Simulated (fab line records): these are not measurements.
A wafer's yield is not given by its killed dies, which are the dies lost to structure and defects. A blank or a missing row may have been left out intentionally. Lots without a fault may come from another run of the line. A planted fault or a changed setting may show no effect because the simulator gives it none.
fab line records    flow gf180mcu
record lots=13  wafers=39  lastDay=34
route steps=602 shown HV_LDD@211 V1@352
lots untouched by any fault: they come from a run of this same line in which no faults occurred
startH: hours from the record's opening day to when the first of the lot's shown wafers began    waitH: hours since the lot's step before    " repeats the value in the row above    L1.1+2: one row covering several wafers at once    - value missing, or start not given    * or withheld: withheld    < > ~ a bound
route shown NAME@n: NAME is a module with steps in the file, n the number in the route of the first one    usual: average and standard deviation across the fault-free wafers    same: alike in all rows    chamber/n: place in a boat    sites: readings site by site    _std_site: standard deviation of those values    _edge_site: outer sites' mean less inner sites'    radiusMm: how far each site lies from the wafer's centre    mask NAME#n: copy n    behind: tool/chamber where the wafer was last shaped    hold: why the lot was held/for how many hours/how that ended    device: names the non-switching transistor (n, p or np)    end of line: tests run on the same wafers once the route is complete    a step given without rows: its recipe and nothing more    killed: dies that structure and defects cost at the first sort, which is not the same as the wafer's yield    map: per-die view of a wafer (x killed, . not killed, _ where there is no die)
set.NAME: setting as actually run; set.NAME@STEP: the setting as run at that earlier step    model.NAME: the simulator's own value behind a step, which no gauge read
one table for each step of the route and one row for each wafer, over a sample of lots
services: the hour from which a tool's chamber was out of use, counted from the record's first day as startH (under 0 if before that day), plus the number of hours and why
## steps
# step GF_HV_LDD_IMPLANT_35
# recipe species=P  energyKev=60  doseCm2=7.5e+12  tiltDeg=30  rotationDeg=180
lot.wafer   tool          chamber  startH  waitH
L433.1+3+6  implanter-04  0        267.87  0.1
L434.1+2+4  implanter-04  0        275.42  0.1
L436.2+4+6  implanter-02  0        293.44  0.1
L437.1+2+5  implanter-03  0        301.52  0.1
L438.2+3+4  implanter-04  0        309.04  0.1
L439.1+3+5  implanter-04  0        319.87  0.1
L440.1+2+6  implanter-04  0        323.77  0.1
L441.1+4+5  implanter-04  0        334.17  0.1
L445.1+3+5  implanter-02  0        361.46  0.1
L445.1+3+5  implanter-02  0        361.78  0.3
L448.1+3+5  implanter-03  0        391.21  0.1
L448.1+3+5  implanter-03  0        391.53  0.3
L450.4+5+6  implanter-02  0        404.89  0.1
L453.2+3+4  implanter-03  0        435.19  0.1
L454.3+4+5  implanter-02  0        435.28  0.1
# step GF_HV_LDD_TW_MEAS_38
# usual HV_LDD_3_TW=1459/15
lot.wafer  tool          chamber  startH  waitH  HV_LDD_3_TW
L433.1     filmMetro-01  -        268.27  0.1    1435
L433.3     "             -        "       "      1441
L433.6     "             -        "       "      1436
L434.1     filmMetro-01  -        275.82  0.1    1439
L434.2     "             -        "       "      1438
L434.4     "             -        "       "      1437
L436.2     filmMetro-04  -        293.83  0.1    1472
L436.4     "             -        "       "      1471
L436.6     "             -        "       "      1471
L437.1     filmMetro-04  -        301.92  0.1    1469
L437.2     "             -        "       "      1474
L437.5     "             -        "       "      1471
L438.2     filmMetro-03  -        309.43  0.1    1462
L438.3     "             -        "       "      1446
L438.4     "             -        "       "      1461
L439.1     filmMetro-01  -        320.27  0.1    1454
L439.3     "             -        "       "      1448
L439.5     "             -        "       "      1443
L440.1     filmMetro-03  -        324.17  0.1    1451
L440.2     "             -        "       "      1468
L440.6     "             -        "       "      1456
L441.1     filmMetro-01  -        334.57  0.1    1437
L441.4     "             -        "       "      1450
L441.5     "             -        "       "      1449
L445.1     filmMetro-04  -        362.18  0.1    1590
L445.3     "             -        "       "      1587
L445.5     "             -        "       "      1594
L448.1     filmMetro-01  -        391.93  0.1    1541
L448.3     "             -        "       "      1546
L448.5     "             -        "       "      1543
L450.4     filmMetro-03  -        405.24  0.1    1465
L450.5     "             -        "       "      1479
L450.6     "             -        "       "      1474
L453.2     filmMetro-03  -        435.58  0.1    1462
L453.3     "             -        "       "      1458
L453.4     "             -        "       "      1463
L454.3     filmMetro-04  -        435.65  0.1    1488
L454.4     "             -        "       "      1478
L454.5     "             -        "       "      1483
# step GF_HV_LDD_RS_MEAS_53
# recipe thkMeasGauge=four-point-probe
# usual HV_LDD_RS=418.1/0.92
lot.wafer  tool          chamber  startH  waitH  HV_LDD_RS[ohm/sq]
L433.1     filmMetro-04  -        287.99  0.1    417.1
L433.3     "             -        "       "      417.3
L433.6     "             -        "       "      416.6
L434.1     filmMetro-01  -        296.04  0.1    417.9
L434.2     "             -        "       "      419.7
L434.4     "             -        "       "      418.7
L436.2     filmMetro-03  -        314.51  0.1    419.3
L436.4     "             -        "       "      419.5
L436.6     "             -        "       "      418.3
L437.1     filmMetro-03  -        323.00  0.1    418.6
L437.2     "             -        "       "      417.7
L437.5     "             -        "       "      418.7
L438.2     filmMetro-01  -        330.46  0.1    416.0
L438.3     "             -        "       "      417.3
L438.4     "             -        "       "      416.3
L439.1     filmMetro-04  -        340.80  0.1    419.7
L439.3     "             -        "       "      418.2
L439.5     "             -        "       "      418.7
L440.1     filmMetro-01  -        344.20  0.1    416.2
L440.2     "             -        "       "      416.8
L440.6     "             -        "       "      416.0
L441.1     filmMetro-04  -        356.04  0.1    419.0
L441.4     "             -        "       "      419.2
L441.5     "             -        "       "      418.8
L445.1     filmMetro-03  -        384.54  0.1    398.1
L445.3     "             -        "       "      399.4
L445.5     "             -        "       "      398.9
L448.1     filmMetro-04  -        415.39  0.1    399.6
L448.3     "             -        "       "      401.1
L448.5     "             -        "       "      400.4
L450.4     filmMetro-01  -        429.55  0.1    417.0
L450.5     "             -        "       "      418.2
L450.6     "             -        "       "      417.5
L453.2     filmMetro-01  -        460.71  0.1    416.4
L453.3     "             -        "       "      417.0
L453.4     "             -        "       "      417.7
L454.3     filmMetro-03  -        460.83  0.1    418.5
L454.4     "             -        "       "      418.6
L454.5     "             -        "       "      418.4
# step GF_HV_LDD_ETCHBACK_58
# recipe chemistry=CH3F/O2  target=Si3N4  stopOn=SiO2  sourceW=400  biasW=80  pressureMtorr=25  ch3fFlowSccm=40  O2_flow_sccm=30  timeS=100  targetDepthA=900
# usual ch3fFlowSccm=40.00/0.13  drypumpMotorCurrentA=5.9/0.36  oesProductAu=0.844/0.0064  throttleValvePct=10.561/0.0088
lot.wafer  tool        chamber  startH  waitH  ch3fFlowSccm  drypumpMotorCurrentA  oesProductAu  rfHoursCounterH  throttleValvePct
L433.1     rieDiel-03  0        290.68  0.1    40.02         5.8                   0.847         16               10.563
L433.3     "           2        "       "      40.01         6.2                   0.848         25               10.582
L433.6     "           0        "       "      39.84         5.8                   0.847         -                10.565
L434.1     rieDiel-04  0        298.73  0.1    39.87         5.6                   0.838         28               10.577
L434.2     "           1        "       "      39.90         6.3                   0.843         2                10.564
L434.4     "           2        "       "      40.21         5.8                   0.837         87               10.561
L436.2     rieDiel-02  3        317.18  0.0    40.05         5.9                   0.836         42               10.551
L436.4     "           1        "       "      39.86         6.3                   0.835         -                10.565
L436.6     "           3        "       "      39.71         5.9                   0.838         -                10.562
L437.1     rieDiel-02  0        326.91  0.1    39.90         5.2                   0.835         0                10.576
L437.2     "           3        "       "      40.15         5.8                   0.833         42               10.567
L437.5     "           2        "       "      39.98         5.8                   0.833         -                10.568
L438.2     rieDiel-03  1        333.13  0.0    39.96         6.3                   0.854         83               10.565
L438.3     "           3        "       "      39.79         5.3                   0.855         102              10.542
L438.4     "           2        "       "      39.90         6.2                   0.857         26               10.569
L439.1     rieDiel-02  1        343.49  0.1    39.85         6.3                   0.852         83               10.579
L439.3     "           3        "       "      40.17         5.9                   0.838         43               10.557
L439.5     "           0        "       "      39.97         5.2                   0.859         -                10.566
L440.1     rieDiel-04  2        346.89  0.1    40.00         5.8                   0.860         88               10.575
L440.2     "           0        "       "      40.09         5.6                   0.852         29               10.558
L440.6     "           0        "       "      40.15         5.7                   0.850         -                10.550
L441.1     rieDiel-02  0        360.66  0.1    40.03         5.2                   0.861         1                10.556
L441.4     "           1        "       "      40.07         6.3                   0.848         83               10.556
L441.5     "           1        "       "      39.94         6.3                   0.849         -                10.560
L445.1     rieDiel-04  2        387.23  0.1    40.35         5.8                   0.848         90               10.573
L445.3     "           0        "       "      39.83         5.6                   0.839         30               10.568
L445.5     "           3        "       "      40.02         6.2                   0.850         -                10.574
L448.1     rieDiel-03  2        418.08  0.1    40.11         6.2                   0.843         29               10.550
L448.3     "           0        "       "      40.15         5.8                   0.843         19               10.554
L448.5     "           1        "       "      40.04         6.3                   0.846         -                10.559
L450.4     rieDiel-03  2        432.79  0.1    40.01         6.2                   0.850         -                10.553
L450.5     "           1        "       "      39.93         6.3                   0.858         -                10.554
L450.6     "           0        "       "      40.15         5.8                   0.852         -                10.549
L453.2     rieDiel-04  0        463.42  0.0    40.13         5.7                   0.835         32               10.569
L453.3     "           3        "       "      40.07         6.2                   0.829         90               10.556
L453.4     "           1        "       "      40.08         6.3                   0.834         6                10.565
L454.3     rieDiel-04  3        464.66  0.0    40.00         6.2                   0.843         90               10.559
L454.4     "           2        "       "      39.92         5.8                   0.845         91               10.552
L454.5     "           0        "       "      40.23         5.6                   0.841         -                10.559
# step GF_V1_ETCH_17
# recipe chemistry=C4F8/O2/Ar  maskMaterial=KrF  target=SiO2  stopOn=TiN  sourceW=1500  biasW=1200  pressureMtorr=40  c4f8FlowSccm=withheld  O2_flow_sccm=6  Ar_flow_sccm=300  timeS=withheld  targetDepthA=6300
# usual oesProductAu=0.848/0.0046
lot.wafer  tool        chamber  startH  waitH  oesProductAu
L433.1     rieDiel-03  2        -       -      0.852
L433.3     "           3        "       "      0.844
L433.6     "           1        "       "      0.842
L434.1     rieDiel-02  3        -       -      0.848
L434.2     "           2        "       "      0.842
L434.4     "           1        "       "      0.841
L436.2     rieDiel-02  1        -       -      0.845
L436.4     "           0        "       "      0.844
L436.6     "           1        "       "      0.848
L437.1     rieDiel-01  3        -       -      0.852
L437.2     "           2        "       "      0.846
L437.5     "           3        "       "      0.849
L438.2     rieDiel-01  2        -       -      0.842
L438.3     "           0        "       "      0.849
L438.4     "           1        "       "      0.846
L439.1     rieDiel-03  0        -       -      0.847
L439.3     "           3        "       "      0.850
L439.5     "           1        "       "      0.856
L440.1     rieDiel-01  0        -       -      0.845
L440.2     "           3        "       "      0.850
L440.6     "           0        "       "      0.848
L441.1     rieDiel-02  1        -       -      0.846
L441.4     "           2        "       "      0.855
L441.5     "           3        "       "      0.841
L445.1     rieDiel-02  2        -       -      0.840
L445.3     "           1        "       "      0.851
L445.5     "           2        "       "      0.850
L448.1     rieDiel-03  3        -       -      0.849
L448.3     "           2        "       "      0.858
L448.5     "           3        "       "      0.855
L450.4     rieDiel-01  1        -       -      0.853
L450.5     "           1        "       "      0.853
L450.6     "           2        "       "      0.851
L453.2     rieDiel-02  0        -       -      0.845
L453.3     "           1        "       "      0.849
L453.4     "           1        "       "      0.853
L454.3     rieDiel-03  0        -       -      0.847
L454.4     "           2        "       "      0.849
L454.5     "           3        "       "      0.851
# step GF_V1_CVD_23
# recipe material=W  targetThkNm=350  timeS=105.05  tempC=400  pressureTorr=40
# usual heaterPowerW=804/110
lot.wafer  tool     chamber  startH  waitH  heaterPowerW
L433.1     cvdW-01  0        426.18  0.0    676
L433.3     "        0        "       "      663
L433.6     "        0        "       "      672
L434.1     cvdW-02  0        437.28  0.0    831
L434.2     "        1        "       "      923
L434.4     "        1        "       "      934
L436.2     cvdW-01  1        459.77  0.0    867
L436.4     "        0        "       "      663
L436.6     "        1        "       "      863
L437.1     cvdW-02  0        470.99  0.0    809
L437.2     "        1        "       "      933
L437.5     "        0        "       "      829
L438.2     cvdW-01  1        476.48  0.0    834
L438.3     "        1        "       "      863
L438.4     "        0        "       "      666
L439.1     cvdW-01  0        489.88  0.0    653
L439.3     "        0        "       "      657
L439.5     "        1        "       "      868
L440.1     cvdW-02  1        495.33  0.0    950
L440.2     "        0        "       "      825
L440.6     "        0        "       "      827
L441.1     cvdW-01  1        508.64  0.0    831
L441.4     "        1        "       "      843
L441.5     "        0        "       "      655
L445.1     cvdW-02  1        536.64  0.0    929
L445.3     "        1        "       "      939
L445.5     "        1        "       "      970
L448.1     cvdW-01  0        565.77  0.0    676
L448.3     "        1        "       "      884
L448.5     "        0        "       "      658
L450.4     cvdW-01  1        578.91  0.1    842
L450.5     "        1        "       "      856
L450.6     "        0        "       "      686
L453.2     cvdW-02  0        605.97  0.0    841
L453.3     "        1        "       "      964
L453.4     "        0        "       "      826
L454.3     cvdW-01  0        606.90  0.1    674
L454.4     "        0        "       "      662
L454.5     "        0        "       "      667
## services
tool          chamber  startH  hours  kind
rieDiel-02    1        266.24  6.3    repair
rieDiel-03    0        284.20  4.7    repair
rieDiel-02    3        288.58  11.4   repair
rieDiel-02    -        291.82  4.0    pm
implanter-04  -        346.70  104.5  repair
rieDiel-03    0        348.93  10.4   repair
implanter-04  -        356.24  2.9    repair
rieDiel-02    0        375.61  2.7    repair
rieDiel-03    0        386.24  3.3    repair
cvdW-01       -        390.00  14.0   pm
rieDiel-02    3        392.98  9.3    repair
rieDiel-02    -        403.21  2.8    pm
rieDiel-02    1        423.33  5.9    repair
cvdW-01       1        433.12  15.9   repair
cvdW-01       -        451.17  6.9    pm
rieDiel-02    -        452.75  0.2    repair
cvdW-01       0        472.56  2.0    repair
implanter-04  -        487.34  16.4   repair
cvdW-01       0        496.93  8.1    repair
implanter-04  -        519.95  5.5    repair
implanter-04  -        560.71  5.1    pm
rieDiel-03    3        599.30  4.8    repair
cvdW-01       1        600.29  14.5   repair
rieDiel-02    2        600.72  16.9   repair
## key
firstSign step=GF_HV_LDD_IMPLANT_35  reading=visit  direction=added
effect step=GF_HV_LDD_TW_MEAS_38  reading=HV_LDD_3_TW  direction=up  sigmas=7.2  usual=1459  struck=1567
effect step=GF_HV_LDD_RS_MEAS_53  reading=HV_LDD_RS  direction=down  sigmas=20  usual=418.1  struck=399.6
metAt GF_HV_LDD_IMPLANT_35
struckLots L445,L448
testerLeftOut L445,L448
notActingAt GF_HV_LDD_ETCHBACK_58,GF_V1_ETCH_17,GF_V1_CVD_23
fault kind=repeatedStepWhole  tool=implanter-02,implanter-03,implanter-04  chamber=-  onsetH=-  steps=GF_HV_LDD_IMPLANT_35  times=1  scope=struckLotsOnly
# testerLeftOut: of these lots the tester's yield and bins aren't shown, on N5 and GAA mostly nor the transistor test; their killed dies are dies lost to structure and defects alone, not to doping, threshold or leakage, so they don't give the yield
